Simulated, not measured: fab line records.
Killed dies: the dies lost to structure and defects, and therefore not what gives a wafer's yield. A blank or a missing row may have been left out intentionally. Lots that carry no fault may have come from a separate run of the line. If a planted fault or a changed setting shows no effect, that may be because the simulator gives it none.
Struck lot and sound lot, side by side || flow sfq-line || 42 steps out of a route of 325
Sound: wafers L540.4, L540.5, L540.6. Struck: wafer L550.1 (left out: L550.3, L550.4 of the same lot, which were not struck); the cause appears at the end.
At each step with rows: each side's tool, then ch and its chambers, then its first start. Under that, the readings that differ: sound wafers || struck wafers || difference of the means || sigmas: that difference in standard deviations of wafers without a fault.
alike: a reading whose means differ by less than 2 such deviations, as well as words and numbers matching on both sides. not compared: withheld readings; readings where some wafer has no value; bounds like >300 that might hide an equal value; numbers whose values overlap and for which the record gives no deviation.
The two part at a step that has a row with sigmas, a row that says differs or no value, or rows on one side only. Non-overlapping numbers with no deviation appear without sigmas and do not part them. Lack of a reading on every wafer of one side parts them only where that side has two or more wafers.

first, 6 steps without rows for these wafers: SFQ_TRILAYER_I0_VIA_LITHO_COAT_036 (resist thk 62 nm); SFQ_TRILAYER_I0_VIA_LITHO_COAT_031 (resist thk 650 nm); SFQ_TRILAYER_I0_VIA_LITHO_SOFTBAKE_035; SFQ_TRILAYER_I0_VIA_LITHO_EXPOSE_032 (exposes mask I0, target cd 500 nm); SFQ_TRILAYER_I0_VIA_LITHO_PEB_034 (peb time 60 s); SFQ_TRILAYER_I0_VIA_LITHO_DEVELOP_033 (time 60 s).
SFQ_I0_OVL_MEAS_908:
  sound on overlay-01 at day 17 18:16; struck on overlay-01 at day 23 03:52
  alike: I0_OVL
SFQ_TRILAYER_I0_VIA_BARC_OPEN_VIA_ETCH_046: etches BARC in O2, target depth 125 nm, time 41.7 s.
  sound on rie-diel-02 ch 0,1,2, day 17 18:17; struck on rie-diel-02 ch 0, day 23 03:55
  alike: drypump-motor-current-A, oes-product-au, rf-fwd-power-W
  not compared: rf-hours-counter-h
SFQ_TRILAYER_I0_VIA_ETCH_VIA_ETCH_034: etches SiO2 in CHF3, stops on Nb, target depth 260 nm.
  sound on rie-diel-02 ch 0,1,2, day 17 18:19; struck on rie-diel-02 ch 0, day 23 03:57
{"reading": "rf-fwd-power-W (W)", "sound": "496.0 499.7 498.3", "struck": 494.7, "difference": -3.3, "sigmas": -2}
  alike: drypump-motor-current-A, oes-product-au
SFQ_TRILAYER_I0_VIA_STRIP_STRIP_035: strips in O2.
  sound on rie-metal-01 ch 0,1, day 17 18:38; struck on rie-metal-04 ch 0, day 23 04:04
{"reading": "oes-product-au (a.u.)", "sound": "0.980 0.978 0.980", "struck": 1.014, "difference": "+0.035", "sigmas": "+4"}
{"reading": "rf-hours-counter-h (h)", "sound": "- - -", "struck": 39, "difference": "no value on the sound wafers", "sigmas": ""}
  alike: drypump-motor-current-A
then, 2 steps without rows for these wafers: SFQ_TRILAYER_I0_VIA_STRIP_SOLV_CLEAN_036 (cleans in NMP, time 600 s); SFQ_TRILAYER_M1_DEP_PRE_CLEAN_038 (time 22.5 s).
SFQ_TRILAYER_M1_DEP_SPUTTER_037: material Nb, target thk 200 nm, time 133.3 s.
  sound on pvd-sputter-03 at day 17 19:14; struck on pvd-sputter-05 at day 23 04:52
{"reading": "model.Nb_of_TRILAYER_M1_DEP_SPUTTER_037.thk-nm (nm)", "sound": "200 198 201.1", "struck": 350.3, "difference": "+150.6", "sigmas": ""}
  alike: resputter-cathode-voltage-v, throttle-valve-pct
SFQ_M1_RS_MEAS_909: the measuring method here is four-point-probe.
  sound on film-metro-04 at day 17 19:23; struck on film-metro-01 at day 23 04:58
{"reading": "M1_NB_RS (ohm/sq)", "sound": "0.890 0.899 0.885", "struck": 0.506, "difference": -0.385, "sigmas": -41}
then, 6 steps without rows for these wafers: SFQ_TRILAYER_M1_LITHO_COAT_044 (resist thk 62 nm); SFQ_TRILAYER_M1_LITHO_COAT_039 (resist thk 600 nm); SFQ_TRILAYER_M1_LITHO_SOFTBAKE_043; SFQ_TRILAYER_M1_LITHO_EXPOSE_040 (exposes mask M1, target cd 500 nm); SFQ_TRILAYER_M1_LITHO_PEB_042 (peb time 60 s); SFQ_TRILAYER_M1_LITHO_DEVELOP_041 (time 60 s).
-- the record jumps here: 6 days lie between the struck wafers' starts before and after --
SFQ_M1_OVL_MEAS_911:
  sound on overlay-02 at day 17 21:54; struck on overlay-02 at day 28 19:24
  alike: M1_OVL
then, 1 step without rows for these wafers: SFQ_TRILAYER_M1_BARC_OPEN_METAL_ETCH_054 (etches BARC in O2, target depth 125 nm, time 41.7 s).
SFQ_TRILAYER_M1_ETCH_METAL_ETCH_042: etches Nb in Cl2/Ar, stops on SiO2, target depth 240 nm, time 120 s.
  sound on rie-metal-01 ch 1, day 17 22:10; struck on rie-metal-03 ch 0, day 28 19:29
{"reading": "oes-product-au (a.u.)", "sound": "0.900 0.889 0.901", "struck": 1.008, "difference": "+0.111", "sigmas": "+15"}
{"reading": "rf-hours-counter-h (h)", "sound": "- - -", "struck": 27, "difference": "no value on the sound wafers", "sigmas": ""}
  alike: drypump-motor-current-A, rf-fwd-power-W
SFQ_TRILAYER_M1_STRIP_STRIP_043: strips in O2.
  sound on rie-metal-01 ch 1, day 17 22:53; struck on rie-metal-03 ch 0, day 28 19:37
{"reading": "oes-product-au (a.u.)", "sound": "0.988 0.983 0.995", "struck": 1.007, "difference": "+0.018", "sigmas": "+2"}
{"reading": "rf-hours-counter-h (h)", "sound": "- - -", "struck": 28, "difference": "no value on the sound wafers", "sigmas": ""}
  alike: drypump-motor-current-A
then, 3 steps without rows for these wafers: SFQ_TRILAYER_M1_STRIP_SOLV_CLEAN_044 (cleans in NMP, time 600 s); SFQ_TRILAYER_I1_DEP_PECVD_045 (deposits SiO2 from SiH4/N2O, time 111.11 s, target thk 500 nm); SFQ_TRILAYER_I1_CMP_CMP_046 (polishes SiO2).
SFQ_I1_BOW_MEAS_912:
  sound on film-metro-02 at day 18 03:47; struck on film-metro-01 at day 29 00:04
{"reading": "I1_BOW (um)", "sound": "-11 -13 9", "struck": 13, "difference": "+18", "sigmas": "+2"}
SFQ_TRILAYER_I1_METRO_MEASURE_047:
  sound on film-metro-02 at day 18 04:26; struck on film-metro-01 at day 29 00:11
{"reading": "thk-nm (nm)", "sound": "200.3 202.6 202.3", "struck": 198.7, "difference": -3.0, "sigmas": -3}
then, 6 steps without rows for these wafers: SFQ_TRILAYER_I1_VIA_LITHO_COAT_054 (resist thk 62 nm); SFQ_TRILAYER_I1_VIA_LITHO_COAT_049 (resist thk 650 nm); SFQ_TRILAYER_I1_VIA_LITHO_SOFTBAKE_053; SFQ_TRILAYER_I1_VIA_LITHO_EXPOSE_050 (exposes mask I1, target cd 500 nm); SFQ_TRILAYER_I1_VIA_LITHO_PEB_052 (peb time 60 s); SFQ_TRILAYER_I1_VIA_LITHO_DEVELOP_051 (time 60 s).
-- the record jumps here: 6 days lie between the struck wafers' starts before and after --
SFQ_I1_OVL_MEAS_913:
  sound on overlay-02 at day 24 15:04; struck on overlay-02 at day 35 03:07
{"reading": "I1_OVL (nm)", "sound": "4 4 3", "struck": -12, "difference": -16, "sigmas": -3}
then, 5 steps without rows for these wafers: SFQ_TRILAYER_I1_VIA_BARC_OPEN_VIA_ETCH_071 (etches BARC in O2, target depth 125 nm, time 41.7 s); SFQ_TRILAYER_I1_VIA_ETCH_VIA_ETCH_052 (etches SiO2 in CHF3, stops on Nb, target depth 260 nm); SFQ_TRILAYER_I1_VIA_STRIP_STRIP_053 (strips in O2); SFQ_TRILAYER_I1_VIA_STRIP_SOLV_CLEAN_054 (cleans in NMP, time 600 s); SFQ_TRILAYER_M2_DEP_PRE_CLEAN_056 (time 22.5 s).
-- the record jumps here: 50 days lie between the struck wafers' starts before and after --
SFQ_M8_BOW_MEAS_951:
  sound on film-metro-02 at day 81 12:26; struck on film-metro-02 at day 85 14:38
{"reading": "M8_BOW (um)", "sound": "-2 -4 18", "struck": 28, "difference": "+24", "sigmas": "+3"}
{"reading": "model.etest.m1.comb-log10-ohm", "sound": "12 12 12", "struck": 0, "difference": -12, "sigmas": ""}
{"reading": "model.etest.m1.ohm-sq", "sound": "0.8903 0.8996 0.8856", "struck": 0.5083, "difference": -0.3835, "sigmas": ""}

## WHERE THEY PART
Earliest at SFQ_TRILAYER_I0_VIA_ETCH_VIA_ETCH_034; latest, in this record, at SFQ_M8_BOW_MEAS_951.

WHY: the cause the simulator had injected
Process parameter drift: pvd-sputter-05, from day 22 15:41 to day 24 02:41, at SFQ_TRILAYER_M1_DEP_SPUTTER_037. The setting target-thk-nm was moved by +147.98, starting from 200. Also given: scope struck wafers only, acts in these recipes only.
